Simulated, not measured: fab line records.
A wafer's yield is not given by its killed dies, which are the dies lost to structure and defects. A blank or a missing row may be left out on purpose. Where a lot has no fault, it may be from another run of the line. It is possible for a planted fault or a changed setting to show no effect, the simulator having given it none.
Lot-split experiment + flow sky130 + 23 wafers read from 5 lots, route of 708 steps

## ABOUT THE SPLIT
At SKY_METAL1_SPUTTER_00 (material Ti, target thk 15 nm, time 10 s), the setting time_s was moved away from the recipe's 10 s on 10 of the 23 wafers read, by -9.8% to +7.0%. This setting was run at the recipe's value on the other wafers.

The reading comes from the split's own step.

## THE READING
Ti_of_METAL1_SPUTTER_00.thk_nm (the simulator's own value, which no gauge read), in nm, at SKY_METAL1_SPUTTER_00 (material Ti, target thk 15 nm, time 10 s). The file gives no usual value for it. Across the 13 wafers here that went through the recipe, the average is 14.96 nm and the standard deviation 0.14 nm.

| wafer  | tool, chamber at the split | time_s as run, s | against the recipe | Ti_of_METAL1_SPUTTER_00.thk_nm, nm | against lot-mates on the recipe |
|--------|----------------------------|------------------|--------------------|------------------------------------|---------------------------------|
| L074.1 | pvd_sputter-03, -          | 10               | recipe             | 15.12                              | -                               |
| L074.2 | pvd_sputter-03, -          | 9.017            | -9.8%              | 13.59                              | -1.36                           |
| L074.3 | pvd_sputter-03, -          | 9.017            | -9.8%              | 13.4                               | -1.55                           |
| L074.4 | pvd_sputter-03, -          | 10               | recipe             | 14.79                              | -                               |
| L074.5 | pvd_sputter-03, -          | 9.017            | -9.8%              | 13.5                               | -1.45                           |
| L076.1 | pvd_sputter-04, -          | 10               | recipe             | 14.98                              | -                               |
| L076.6 | pvd_sputter-04, -          | 10               | recipe             | 14.98                              | -                               |
| L076.2 | pvd_sputter-04, -          | 9.077            | -9.2%              | 13.76                              | -1.15                           |
| L076.3 | pvd_sputter-04, -          | 9.077            | -9.2%              | 14                                 | -0.91                           |
| L076.5 | pvd_sputter-04, -          | 10               | recipe             | 14.78                              | -                               |
| L081.1 | pvd_sputter-04, -          | 10               | recipe             | 14.88                              | -                               |
| L081.2 | pvd_sputter-04, -          | 10.7             | +7.0%              | 16.32                              | +1.43                           |
| L081.3 | pvd_sputter-04, -          | 10               | recipe             | 14.89                              | -                               |
| L081.5 | pvd_sputter-04, -          | 10.7             | +7.0%              | 16.01                              | +1.12                           |
| L081.6 | pvd_sputter-04, -          | 10.7             | +7.0%              | 15.6                               | +0.71                           |
| L083.2 | pvd_sputter-04, -          | 10               | recipe             | 14.72                              | -                               |
| L083.3 | pvd_sputter-04, -          | 10               | recipe             | 14.92                              | -                               |
| L083.4 | pvd_sputter-04, -          | 9.355            | -6.5%              | 14.02                              | -0.85                           |
| L083.5 | pvd_sputter-04, -          | 9.355            | -6.5%              | 13.84                              | -1.03                           |
| L083.6 | pvd_sputter-04, -          | 10               | recipe             | 14.97                              | -                               |
| L084.1 | pvd_sputter-02, -          | 10               | recipe             | 15.09                              | -                               |
| L084.2 | pvd_sputter-02, -          | 10               | recipe             | 15.21                              | -                               |
| L084.5 | pvd_sputter-02, -          | 10               | recipe             | 15.11                              | -                               |

FIT RESULTS
A straight line over all 23 wafers: Ti_of_METAL1_SPUTTER_00.thk_nm changes by +0.142 nm for each +1% of time_s; r = +0.97; the points scatter about the line by 0.19 nm.
The same after taking each lot's own level away (the mean of its wafers on the recipe; 23 wafers): +0.142 nm for each +1%; r = +0.98; scatter 0.17 nm.
That fit puts the effect of the largest move of time_s on the reading at 1.4 nm.
The lots' own levels span 14.870 to 15.137 nm, that is 1.9 times the standard deviation above.
The two slopes are in agreement: the lot-to-lot level therefore moves the slope only a little.
Check: for one of the wafers moved furthest among these (-9.8%), held out of the fit, the line's prediction against its lot-mates is -1.37 nm. Against them it came out at -1.36 nm.

## FURTHER SPLITS ON THESE WAFERS
Before the reading, these wafers also passed through other splits. Each is held against what the fit with the lots' levels taken away leaves over:
| other split on the same wafers       | wafers away from the commonest value | r with Ti_of_METAL1_SPUTTER_00.thk_nm (lot level and that fit taken away) |
|--------------------------------------|--------------------------------------|---------------------------------------------------------------------------|
| SKY_CONTACT_HDPCVD_02 sih4_flow_sccm | 9                                    | -0.13                                                                     |
| SKY_CONTACT_SPUTTER_23 time_s        | 7                                    | -0.36                                                                     |

## FILE'S OWN FIT
Ti_of_METAL1_SPUTTER_00.thk_nm changes by +0.138 nm for each +1% of time_s, r = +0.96.
